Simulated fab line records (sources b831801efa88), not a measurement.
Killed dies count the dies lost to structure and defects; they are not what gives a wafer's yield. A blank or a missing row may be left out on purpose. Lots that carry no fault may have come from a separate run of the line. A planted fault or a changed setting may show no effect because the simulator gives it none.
Check of tool commonality -- flow gf180mcu -- Sampled: 14 lots, 42 wafers

## WHY THIS WAS OPENED
GF_HV_LDD_RS_MEAS_53, reading HV_LDD_RS: flagged on 2 of 14 lots. Wafers without a fault read 418.6 ohm/sq, standard deviation 1.
Rule: flag the lot when none of its wafers has a number, or when each of its wafers that has one lies beyond 4 standard deviations from that mean. The other lots count as sound.

lot,measured,on,"HV_LDD_RS (ohm/sq), wafer by wafer",flag
L109,day 13 14:34,filmMetro-03,417.5 417.2 417.8,
L111,day 14 08:15,filmMetro-03,418.8 419.1 417.7,
L112,day 14 17:26,filmMetro-03,418.8 419.8 419.6,
L113,day 15 03:05,filmMetro-02,418.5 418.0 417.4,
L114,day 15 16:31,filmMetro-03,418.1 418.6 419.5,
L116,day 16 02:44,filmMetro-02,419.8 419.7 419.8,
L115,day 16 05:33,filmMetro-02,418.0 418.9 418.9,
L117,day 16 12:06,filmMetro-02,419.7 418.7 419.2,
L118,day 16 18:11,filmMetro-02,418.3 418.8 419.8,
L121,day 18 01:23,filmMetro-03,417.5 418.3 418.6,
L122,day 18 07:23,filmMetro-04,418.9 419.2 418.8,
L123,day 18 14:08,filmMetro-04,423.9 424.5 422.9,FLAGGED
L124,day 18 23:45,filmMetro-04,418.4 417.9 417.8,
L125,day 19 02:20,filmMetro-02,427.8 426.6 427.4,FLAGGED
Average over the flagged lots: 425.5 ohm/sq; offset from the usual +6.9 ohm/sq, equal to +7 standard deviations.

## EACH LOT AND THE TOOL IT RAN ON
The record holds 1 process step before the reading, out of a route of 602 steps. Cell contents, in order: the tool; ch with the chambers the sampled wafers went through; the start.
lot,flag,GF_HV_LDD_IMPLANT_09
L109,,"implanter-04 ch 0, day 11 03:17"
L111,,"implanter-02 ch 0, day 11 18:18"
L112,,"implanter-02 ch 0, day 12 03:01"
L113,,"implanter-02 ch 0, day 12 11:00"
L114,,"implanter-04 ch 0, day 13 00:13"
L116,,"implanter-04 ch 0, day 13 08:53"
L115,,"implanter-01 ch 0, day 13 13:20"
L117,,"implanter-01 ch 0, day 13 18:29"
L118,,"implanter-01 ch 0, day 14 00:10"
L121,,"implanter-01 ch 0, day 15 04:01"
L122,,"implanter-01 ch 0, day 15 10:38"
L123,FLAGGED,"implanter-01 ch 0, day 15 15:46"
L124,,"implanter-02 ch 0, day 16 01:36"
L125,FLAGGED,"implanter-01 ch 0, day 16 02:58"
What these steps do:
- GF_HV_LDD_IMPLANT_09
- GF_HV_LDD_RS_MEAS_53: measures by four-point-probe.

## FLAGGED OVER TOTAL, TOOL BY TOOL (the gauges that took the reading come last)
step,tool,lots run,flagged,share of the flagged lots,sound lots run after its first flagged lot
GF_HV_LDD_IMPLANT_09,implanter-01,7,2,all,0
GF_HV_LDD_IMPLANT_09,implanter-02,4,0,none,-
GF_HV_LDD_IMPLANT_09,implanter-04,3,0,none,-
GF_HV_LDD_RS_MEAS_53,filmMetro-02,6,1,some,0
GF_HV_LDD_RS_MEAS_53,filmMetro-03,5,0,none,-
GF_HV_LDD_RS_MEAS_53,filmMetro-04,3,1,some,1 (L124)

## WHAT IS ALLOWED BY THE TABLE
1 row of the table ran every flagged lot: implanter-01 at GF_HV_LDD_IMPLANT_09.
- implanter-01 at GF_HV_LDD_IMPLANT_09: 2 of its 7 lots flagged. Its last sound lot is L122 (day 15 10:38), its first flagged lot L123 (day 15 15:46): a fault that began between those two fits.
One tool is left: implanter-01 at GF_HV_LDD_IMPLANT_09.

## WHAT THE SIMULATOR PUT IN
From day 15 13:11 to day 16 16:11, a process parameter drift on implanter-01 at GF_HV_LDD_IMPLANT_09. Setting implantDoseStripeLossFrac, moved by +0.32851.
Shown lots that were struck: L123, L125. The same result came from the rule above.
